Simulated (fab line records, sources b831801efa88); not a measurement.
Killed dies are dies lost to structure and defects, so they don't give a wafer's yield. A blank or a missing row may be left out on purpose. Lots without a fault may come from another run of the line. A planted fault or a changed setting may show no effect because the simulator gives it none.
Which tool did it? | flow gf180mcu | 7 lots, 20 wafers sampled, at 1 step of a route of 602

WHAT THE GAUGES READ, wafer by wafer
GF_POLY_GATE_THK_MEAS_17.
lot  | measured     | on            | POLY_GATE_OXIDATION_THK (nm)
L812 | day 9 17:03  | film_metro-02 | 4.02 3.92 4.01
L818 | day 11 12:14 | film_metro-03 | 4.05 4.03
L824 | day 13 05:49 | film_metro-02 | 3.99 4.02 3.88
L827 | day 14 13:20 | film_metro-02 | 3.97 4.14 4.07
L829 | day 15 05:44 | film_metro-04 | 4.15 4.18 4.12
L831 | day 15 18:26 | film_metro-02 | 4.00 3.96 3.95
L833 | day 16 09:10 | film_metro-03 | 3.99 4.00 4.00

WHICH TOOL RAN EACH LOT (tool, then ch and the chambers of the sampled wafers, then the start)
The record holds no process step before these readings.

THE ANSWER, worked out from the rows above alone
Rule: what is usual is taken from the lots themselves. Put in order of their means at a reading, lots are off if they are a third of the lots or fewer, leave a main group of 4 or more, and stand apart from it by a gap of 3 or more times the standard deviation of the main group's means; of several such gaps the widest counts. A main group whose means are all the same, to the digits that the tables above print for the reading, isn't used. A lot without any number at a reading at which 4 lots or more have one is off too. The other lots that the step has rows for count as sound.
No lot is off at any reading shown: from this, nothing can be told.

WHAT THE SIMULATOR HAD PUT IN
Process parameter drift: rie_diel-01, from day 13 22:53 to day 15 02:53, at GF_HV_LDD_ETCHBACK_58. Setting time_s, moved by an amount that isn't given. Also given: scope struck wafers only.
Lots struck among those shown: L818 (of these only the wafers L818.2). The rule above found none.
